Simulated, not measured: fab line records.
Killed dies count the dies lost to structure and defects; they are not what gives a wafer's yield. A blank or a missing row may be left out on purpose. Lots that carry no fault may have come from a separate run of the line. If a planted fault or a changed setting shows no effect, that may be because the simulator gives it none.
The tool behind it: which one?	flow gf180mcu	36 wafers from 12 lots sampled at 4 of the route's 602 steps

WHAT THE GAUGES SHOWED, per wafer
GF_HV_LDD_RS_MEAS_53: measures by four-point-probe.
lot	measured	on	HV_LDD_RS (ohm/sq)
L907	day 12 22:38	film metro-02	416.2 417.6 417.9
L909	day 13 09:14	film metro-02	416.4 418.3 418.0
L912	day 14 15:08	film metro-03	421.9 422.2 423.0
L913	day 14 22:50	film metro-03	423.7 421.5 422.4
L914	day 15 12:43	film metro-02	418.5 417.2 418.6
L921	day 17 20:26	film metro-03	418.2 417.9 418.7
L920	day 17 21:02	film metro-01	419.2 418.4 418.8
L922	day 18 01:32	film metro-03	420.0 419.8 419.1
L924	day 18 19:09	film metro-02	416.1 416.4 416.1
L923	day 18 20:58	film metro-02	416.6 417.6 417.7
L925	day 19 02:46	film metro-02	417.3 417.9 418.2
L927	day 19 18:52	film metro-02	418.4 417.8 417.8

GF_M2_RS_MEAS_05: measures by four-point-probe.
lot	measured	on	M2_ALCU_RS (ohm/sq)
L907	day 18 21:24	film metro-02	0.0695 0.0692 0.0694
L909	day 19 11:07	film metro-01	0.0690 0.0689 0.0691
L912	day 20 20:07	film metro-01	0.0688 0.0688 0.0687
L913	day 21 06:31	film metro-02	0.0691 0.0680 0.0690
L914	day 21 19:59	film metro-04	0.0699 0.0702 0.0701
L921	day 24 05:15	film metro-01	0.0689 0.0686 0.0682
L920	day 24 07:05	film metro-04	0.0687 0.0697 0.0694
L922	day 24 10:05	film metro-04	0.0698 0.0686 0.0698
L924	day 25 02:33	film metro-04	0.0700 0.0695 0.0698
L923	day 25 03:21	film metro-04	0.0686 0.0688 0.0688
L925	day 25 07:43	film metro-04	0.0687 0.0687 0.0693
L927	day 26 01:10	film metro-04	0.0688 0.0687 0.0689

WHAT TOOL EACH LOT RAN ON (gives the tool, then ch and the chambers of the sampled wafers, and finally the start)
lot	GF_HV_LDD_IMPLANT_33	GF_M1_STRIP_17
L907	implanter-02 ch 0, day 12 02:25	plasma asher-02 ch 0,1, day 17 18:38
L909	implanter-01 ch 0, day 12 12:34	plasma asher-02 ch 0,1, day 18 08:04
L912	implanter-01 ch 0, day 13 16:30	plasma asher-03 ch 0,1, day 19 16:27
L913	implanter-01 ch 0, day 14 00:44	plasma asher-03 ch 0,1, day 20 03:29
L914	implanter-02 ch 0, day 14 14:04	plasma asher-04 ch 0,1, day 20 17:46
L921	implanter-01 ch 0, day 16 19:44	plasma asher-03 ch 0,1, day 23 03:34
L920	implanter-02 ch 0, day 16 20:58	plasma asher-04 ch 0,1, day 23 05:16
L922	implanter-02 ch 0, day 17 00:25	plasma asher-02 ch 0,1, day 23 08:20
L924	implanter-01 ch 0, day 17 17:59	plasma asher-04 ch 0,1, day 24 00:58
L923	implanter-02 ch 0, day 17 20:15	plasma asher-03 ch 0,1, day 24 02:26
L925	implanter-04 ch 0, day 18 01:23	plasma asher-03 ch 1, day 24 08:11
L927	implanter-04 ch 0, day 18 17:25	plasma asher-03 ch 0, day 25 00:07
- GF_HV_LDD_IMPLANT_33
- GF_M1_STRIP_17: strips in O2/N2.

AS READ BY THE TOOLS THEMSELVES (means over the sampled wafers that have a number; for cases with no such wafer, the mark the record gives instead)
GF_HV_LDD_IMPLANT_33.
lot	tool	beam energy keV	beam on s (s)	faraday current uA	rotation deg (degrees)
L907	implanter-02	60.012	10.30	40.9	0.016
L909	implanter-01	59.993	9.98	42.5	0.023
L912	implanter-01	60.001	7.70	55.0	0.007
L913	implanter-01	60.005	7.84	53.9	-0.034
L914	implanter-02	59.989	9.94	42.4	-0.020
L921	implanter-01	59.985	10.07	42.0	0.004
L920	implanter-02	59.999	9.88	42.8	0.008
L922	implanter-02	59.987	9.86	42.8	-0.022
L924	implanter-01	59.992	10.01	42.2	0.031
L923	implanter-02	60.025	9.82	43.1	-0.010
L925	implanter-04	59.990	9.88	42.7	-0.006
L927	implanter-04	60.004	9.77	43.4	0.005

GF_M1_STRIP_17.
lot	tool	chamber pressure mTorr (mTorr)	drypump motor current A (A)	heater power w (W)	oes product au (a.u.)	strip time to endpoint s (s)
L907	plasma asher-02	1500.9	6.0	339	0.566	7.96
L909	plasma asher-02	1500.7	6.1	340	0.559	7.89
L912	plasma asher-03	1501.3	5.6	353	0.558	7.83
L913	plasma asher-03	1500.2	5.6	349	0.562	7.95
L914	plasma asher-04	1500.0	5.6	303	0.556	7.92
L921	plasma asher-03	1499.0	5.8	324	0.557	7.89
L920	plasma asher-04	1499.9	5.4	290	0.564	7.94
L922	plasma asher-02	1498.8	6.0	342	0.557	7.82
L924	plasma asher-04	1499.5	5.4	289	0.558	7.86
L923	plasma asher-03	1498.5	5.6	350	0.559	7.92
L925	plasma asher-03	1500.6	5.4	377	0.556	7.92
L927	plasma asher-03	1499.5	6.0	299	0.557	7.92

THE ANSWER, worked out from the rows above alone
Rule: what is usual is taken from the lots themselves. The widest of any qualifying gaps counts: lots, ordered by their means at a reading, are off when they make up no more than a third of the lots, leave a main group of 4 or more, and stand apart from it by 3 or more times the standard deviation of that group's means. If all means in a main group match to the digits the tables above print for the reading, that group is not used. Also off: a lot with no number at a reading for which 4 or more lots have one. All remaining lots with rows at the step are treated as sound. After the gauges, taken in route order, come the tools' own readings; for these a lot's mean is taken, as printed above. At the first step where some lot is off, the reading lying furthest off is the one used; lots without a number count as furthest.
Off: L912, L913, at GF_HV_LDD_RS_MEAS_53 (HV_LDD_RS). The main group: mean 417.9 ohm/sq, standard deviation 0.88.
A tool fits if, at a process step before that reading, it ran every lot that is off, and no sound lot after the first of them. Not tried: the gauges at GF_HV_LDD_RS_MEAS_53; whatever is off there is also off at GF_HV_LDD_IMPLANT_33, on other tools, and gauge error can't account for it. None of those tried fits.

WHAT THE SIMULATOR PUT IN
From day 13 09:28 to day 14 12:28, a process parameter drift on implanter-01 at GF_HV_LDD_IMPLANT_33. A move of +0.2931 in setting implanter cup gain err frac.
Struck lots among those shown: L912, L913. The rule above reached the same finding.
